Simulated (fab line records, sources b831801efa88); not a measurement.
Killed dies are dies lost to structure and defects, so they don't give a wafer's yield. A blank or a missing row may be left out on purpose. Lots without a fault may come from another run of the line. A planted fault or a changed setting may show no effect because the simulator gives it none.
Chamber matching | flow sky130 | SKY_CONTACT_CMP_04 on cmp-01: 4 sister chambers
The step polishes SiO2. 8 wafers are shown with their chamber, then 6 later ones without.

WAFERS WITH THEIR CHAMBER
wafer  | chamber | motor_current_A (A) | time_to_endpoint_s (s)
L790.1 | 0       | 11.1                | 76
L790.5 | 0       | 10.3                | 70
L789.3 | 1       | 11.9                | 87
L791.3 | 2       | 12.5                | 83
L791.4 | 1       | 11.8                | 87
L791.5 | 3       | 13.9                | 75
L796.2 | 3       | 14.3                | 82
L796.5 | 2       | 13.1                | 82

WAFERS WITHOUT THEIR CHAMBER
wafer  | motor_current_A (A) | time_to_endpoint_s (s)
L796.6 | 11.9                | 86
L798.3 | 12.4                | 85
L798.6 | 12.8                | 87
L805.3 | 12.4                | 81
L805.4 | 13.0                | 73
L805.5 | 13.2                | 79

WHICH CHAMBER EACH WENT THROUGH
wafer  | from the rows above     | in truth
L796.6 | 1                       | 1
L798.3 | can't be placed: 2 or 1 | 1
L798.6 | can't be placed: 2 or 1 | 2
L805.3 | can't be placed: 2 or 1 | 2
L805.4 | can't be placed: 2 or 3 | 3
L805.5 | can't be placed: 2 or 3 | 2
Placed correctly: 1 of 6. Can't be placed from these rows: 5 (the true chamber is among the candidates in 5). Placed wrongly: 0.
How it was worked out, from the rows above alone: a wafer's distance from a chamber is the root of the sum, over the readings, of the square of ((its reading less the chamber's mean) divided by the reading's scatter). The wafer belongs to the nearest chamber; if the next one is less than 2 further off, it can't be placed. A chamber's mean is the mean of its shown wafers. The scatter: the root of (the sum of the squares of (reading less its chamber's mean) over the shown wafers, divided by (wafers less chambers)).
